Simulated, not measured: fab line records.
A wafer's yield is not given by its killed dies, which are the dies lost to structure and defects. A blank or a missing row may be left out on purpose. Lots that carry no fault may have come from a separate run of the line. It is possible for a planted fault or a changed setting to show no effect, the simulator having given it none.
The same fault as seen by 2 desks    flow sky130    each desk holds nothing but its own numbers, with what lay behind them at the end

AT THE TOOL OWNER'S DESK: pvd-sputter-03
The tool's own readings at SKY_METAL2_SPUTTER_04 (material TiN, target thk 70 nm, time 58.3 s): means of the sampled wafers that have a number, for each lot that ran on this tool. The brackets show how far a lot's mean lies from the usual mean; more than 4 standard deviations puts the lot out of limits, marked OUT.
Columns: A = throttle-valve-pct at SKY_METAL2_SPUTTER_04, usual 30.5 %
lot   first seen here  A
L751  day 36 14:32     31.1
L760  day 39 15:55     31.2
L761  day 39 18:06     31.5
Finding of this desk: none of the 3 lots has anything out of limits.

FROM THE METROLOGY DESK
What the gauges read, lot by lot, whatever tool the lot ran on: means of the sampled wafers that have a number. The brackets show how far a lot's mean lies from the usual mean; more than 4 standard deviations puts the lot out of limits, marked OUT. Only the readings that lie furthest out on some lot appear, 7 of the 8 it has.
Columns: A = VIA1_W_RS at SKY_VIA1_RS_MEAS_22, usual 0.424 ohm/sq; B = VIA1_W_THK at SKY_VIA1_THK_MEAS_23, usual 272 nm; C = METAL2_ALCU_THK at SKY_METAL2_THK_MEAS_06, usual 252.4 nm; D = cd-nm at SKY_METAL2_CD_MEAS_15, usual 140.0 nm; E = METAL2_OVL at SKY_METAL2_OVL_MEAS_16, usual 0 nm; F = VIA2_HDPCVD_THK at SKY_VIA2_THK_MEAS_01, usual 1171 nm; G = VIA2_BOW at SKY_VIA2_BOW_MEAS_03, usual 84 um
lot   first seen here  A      B    C      D      E   F     G
L751  day 36 13:58     0.423  275  254.3  139.5  1   1161  93
L755  day 37 18:13     0.418  277  252.7  139.6  6   1171  73
L760  day 39 15:20     0.415  275  244.8  142.0  -3  1162  81
L761  day 39 17:32     0.429  269  246.3  138.8  1   1176  85
L762  day 39 23:40     0.417  277  252.5  139.5  9   1168  85
L765  day 40 20:58     0.417  280  250.0  140.6  5   1167  82
Finding of this desk: none of the 6 lots has anything out of limits.

BROUGHT TOGETHER
The desk of the tool owner found nothing out of limits.
Metrology desk: nothing out of limits seen.

WHAT WAS PUT IN BY THE SIMULATOR
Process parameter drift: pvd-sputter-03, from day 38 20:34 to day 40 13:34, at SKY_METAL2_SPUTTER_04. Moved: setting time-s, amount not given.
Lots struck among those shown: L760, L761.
